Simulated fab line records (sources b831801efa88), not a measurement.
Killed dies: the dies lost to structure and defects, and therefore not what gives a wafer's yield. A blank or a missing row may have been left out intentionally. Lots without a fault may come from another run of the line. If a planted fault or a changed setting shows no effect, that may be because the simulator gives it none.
Which tool was responsible? / flow sky130 / 18 wafers from 6 lots sampled at 2 of the route's 708 steps

== WHAT THE GAUGES READ, wafer by wafer ==
SKY_SONOS_ONO_THK_MEAS_01.
lot=L155; measured=day 12 13:02; on=film metro-01; SONOS_ONO_OXIDATION_THK (nm)=2.54 2.57 2.52
lot=L158; measured=day 13 19:46; on=film metro-04; SONOS_ONO_OXIDATION_THK (nm)=2.53 2.52 2.54
lot=L160; measured=day 14 10:46; on=film metro-03; SONOS_ONO_OXIDATION_THK (nm)=2.71 2.72 2.64
lot=L167; measured=day 16 12:04; on=film metro-01; SONOS_ONO_OXIDATION_THK (nm)=2.71 2.58 2.67
lot=L171; measured=day 17 20:11; on=film metro-01; SONOS_ONO_OXIDATION_THK (nm)=2.65 2.73 2.65
lot=L174; measured=day 18 20:14; on=film metro-01; SONOS_ONO_OXIDATION_THK (nm)=2.53 2.58 2.53

== TOOL THAT RAN EACH LOT (tool first, then ch and the chambers of the sampled wafers, then the start) ==
lot=L155; SKY_VT_ADJUST_PCH_STRIP_09=plasma asher-03 ch 0,1, day 11 10:57
lot=L158; SKY_VT_ADJUST_PCH_STRIP_09=plasma asher-04 ch 0,1, day 12 14:42
lot=L160; SKY_VT_ADJUST_PCH_STRIP_09=plasma asher-04 ch 0,1, day 13 03:50
lot=L167; SKY_VT_ADJUST_PCH_STRIP_09=plasma asher-01 ch 0, day 15 04:56
lot=L171; SKY_VT_ADJUST_PCH_STRIP_09=plasma asher-01 ch 0,1, day 16 11:31
lot=L174; SKY_VT_ADJUST_PCH_STRIP_09=plasma asher-04 ch 0,1, day 17 13:20
- SKY_VT_ADJUST_PCH_STRIP_09: strips in O2/N2.

== THE ANSWER, worked out from the rows above alone ==
Rule: usual is defined by the lots themselves. The widest of any qualifying gaps counts: lots, ordered by their means at a reading, are off when they make up no more than a third of the lots, leave a main group of 4 or more, and stand apart from it by 3 or more times the standard deviation of that group's means. If all means in a main group match to the digits the tables above print for the reading, that group is not used. Also off: a lot with no number at a reading for which 4 or more lots have one. The other lots that the step has rows for count as sound.
None of the lots is off at any reading shown; this tells nothing.

== WHAT THE SIMULATOR HAD INSERTED ==
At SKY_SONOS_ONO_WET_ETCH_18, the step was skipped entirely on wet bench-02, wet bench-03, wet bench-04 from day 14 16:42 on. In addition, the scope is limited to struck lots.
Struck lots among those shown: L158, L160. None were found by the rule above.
